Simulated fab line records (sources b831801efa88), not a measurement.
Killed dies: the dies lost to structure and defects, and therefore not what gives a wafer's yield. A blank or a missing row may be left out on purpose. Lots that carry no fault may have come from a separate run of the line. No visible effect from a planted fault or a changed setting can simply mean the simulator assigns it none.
Which tool was responsible? | flow gf180mcu | Sampling: 6 lots, 18 wafers, 2 of 602 route steps

== WHAT EACH GAUGE READ, for each wafer ==
GF_DNWELL_TW_MEAS_09.
lot  | measured    | on            | DNWELL_TW
L659 | day 3 15:08 | film-metro-02 | 1354 1350 1350
L661 | day 4 07:38 | film-metro-03 | 1356 1353 1356
L664 | day 4 20:51 | film-metro-04 | 1347 1347 1354
L666 | day 5 06:57 | film-metro-02 | 1356 1349 1343
L668 | day 5 16:41 | film-metro-03 | 1365 1348 1352
L676 | day 7 11:19 | film-metro-02 | 1505 1517 1511

== WHICH TOOL RAN EACH LOT (tool, then ch and the chambers of the sampled wafers, then the start) ==
lot  | GF_DNWELL_IMPLANT_07
L659 | implanter-01 ch 0, day 3 14:53
L661 | implanter-04 ch 0, day 4 07:23
L664 | implanter-04 ch 0, day 4 20:38
L666 | implanter-04 ch 0, day 5 06:43
L668 | implanter-02 ch 0, day 5 16:26
L676 | implanter-01 ch 0, day 7 11:04
- GF_DNWELL_IMPLANT_07

== THE ANSWER, worked out from the rows above alone ==
Rule: usual is defined by the lots themselves. Put in order of their means at a reading, lots are off if they are a third of the lots or fewer, leave a main group of 4 or more, and stand apart from it by a gap of 3 or more times the standard deviation of the main group's means; of several such gaps the widest counts. If all means in a main group match to the digits the tables above print for the reading, that group is not used. Also off: a lot with no number at a reading for which 4 or more lots have one. All remaining lots with rows at the step are treated as sound.
Off: at GF_DNWELL_TW_MEAS_09 (DNWELL_TW), L676. The main group has a mean of 1352 with a standard deviation of 2.6.
If a tool, at a process step before that reading, ran all the lots that are off and no sound lot after the first of them, it fits. Gauges at GF_DNWELL_TW_MEAS_09: tried the same way as those tools. 2 tools fit, implanter-01 at GF_DNWELL_IMPLANT_07 and film-metro-02 at GF_DNWELL_TW_MEAS_09, so this cannot tell which one it is.

== WHAT WAS PUT IN BY THE SIMULATOR ==
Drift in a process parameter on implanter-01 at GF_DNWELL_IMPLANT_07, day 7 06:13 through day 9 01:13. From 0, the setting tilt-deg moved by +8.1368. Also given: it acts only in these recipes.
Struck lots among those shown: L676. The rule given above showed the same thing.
